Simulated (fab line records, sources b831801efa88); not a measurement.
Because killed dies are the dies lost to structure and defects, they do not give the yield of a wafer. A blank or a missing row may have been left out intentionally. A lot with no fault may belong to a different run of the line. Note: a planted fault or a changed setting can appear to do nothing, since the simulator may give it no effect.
The same fault as seen by 2 desks / flow sky130 / numbers are kept per desk, each desk with only its own; the story behind them comes last

== AT THE TOOL OWNER'S DESK: implanter-04 ==
The tool's own readings at SKY_LDD_N_IMPLANT_10, given as means over the sampled wafers that have a number, one for each lot that went through this tool. Any lot whose mean is over 4 standard deviations away from the usual mean is out of limits and marked OUT; that distance is given in the brackets.
Columns: A = beam-on-s at SKY_LDD_N_IMPLANT_10, usual 9.98 s; B = dose-ions-cm2 at SKY_LDD_N_IMPLANT_10, usual 7.502e+13; C = end-station-pressure-torr at SKY_LDD_N_IMPLANT_10, usual 5.3e-06 Torr; D = faraday-current-uA at SKY_LDD_N_IMPLANT_10, usual 424
lot=L246; first seen here=day 17 20:14; A=10.02; B=7.504e+13; C=5.4e-06; D=422
lot=L249; first seen here=day 19 04:14; A=10.08; B=7.498e+13; C=5.3e-06; D=419
lot=L255; first seen here=day 21 20:56; A=9.94; B=7.501e+13; C=5.2e-06; D=426
lot=L258; first seen here=day 23 12:41; A=10.10; B=7.502e+13; C=5.3e-06; D=419
lot=L267; first seen here=day 25 21:52; A=37.39 (+99 or more) OUT; B=3.624e+14 (+99 or more) OUT; C=5.2e-06; D=547 (+16) OUT
lot=L266; first seen here=day 26 01:59; A=38.34 (+99 or more) OUT; B=3.624e+14 (+99 or more) OUT; C=5.1e-06; D=534 (+14) OUT
lot=L268; first seen here=day 26 17:08; A=37.99 (+99 or more) OUT; B=3.625e+14 (+99 or more) OUT; C=5.0e-06; D=537 (+15) OUT
This desk's finding: out of limits on L266, L267, L268; first on L267, day 25 21:52 (beam-on-s at SKY_LDD_N_IMPLANT_10). Within limits: L246, L249, L255, L258.

== THE METROLOGY DESK ==
Means of the sampled wafers that have a number, per lot and without regard to the tool the lot ran on: this is what the gauges read. Any lot whose mean is over 4 standard deviations away from the usual mean is out of limits and marked OUT; that distance is given in the brackets.
Columns: A = INCOMING_BOW at SKY_FIELD_ISO_BOW_MEAS_00, usual 1 um; B = LDD_N_TW at SKY_LDD_N_TW_MEAS_17, usual 2582
lot=L246; first seen here=day 1 15:02; A=4; B=2607
lot=L249; first seen here=day 2 06:02; A=3; B=2624
lot=L255; first seen here=day 3 12:01; A=0; B=2631
lot=L256; first seen here=day 3 17:02; A=-0; B=2627
lot=L257; first seen here=day 3 22:01; A=-3; B=2500
lot=L258; first seen here=day 4 03:00; A=2; B=2602
lot=L262; first seen here=day 4 23:01; A=5; B=2503
lot=L266; first seen here=day 5 19:01; A=-4; B=2916 (+6.8) OUT
lot=L267; first seen here=day 6 00:00; A=3; B=2776
lot=L268; first seen here=day 6 05:00; A=2; B=2855 (+5.6) OUT
This desk reports L266, L268 out of limits; the earliest was L266 at day 26 02:58 (LDD_N_TW at SKY_LDD_N_TW_MEAS_17). Within limits: L246, L249, L255, L256, L257, L258, L262, L267.

== TAKEN TOGETHER ==
An alarm could have come from the tool owner's desk at day 25 21:52, on L266, L267, L268.
At day 26 02:58 the metrology desk could have sounded an alarm, on L266, L268.
The metrology desk has L267 on record, within its limits.
SKY_LDD_N_IMPLANT_10 was run on implanter-04 by each of the lots named.

== WHAT WAS PUT IN BY THE SIMULATOR ==
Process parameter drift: implanter-04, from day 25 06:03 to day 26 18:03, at SKY_LDD_N_IMPLANT_10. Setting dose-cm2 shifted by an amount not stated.
Struck lots among those shown: L266, L267, L268.
Counting hours from when the fault started, the first reading out of limits came at 16 for the tool owner's desk and at 21 for the metrology desk.
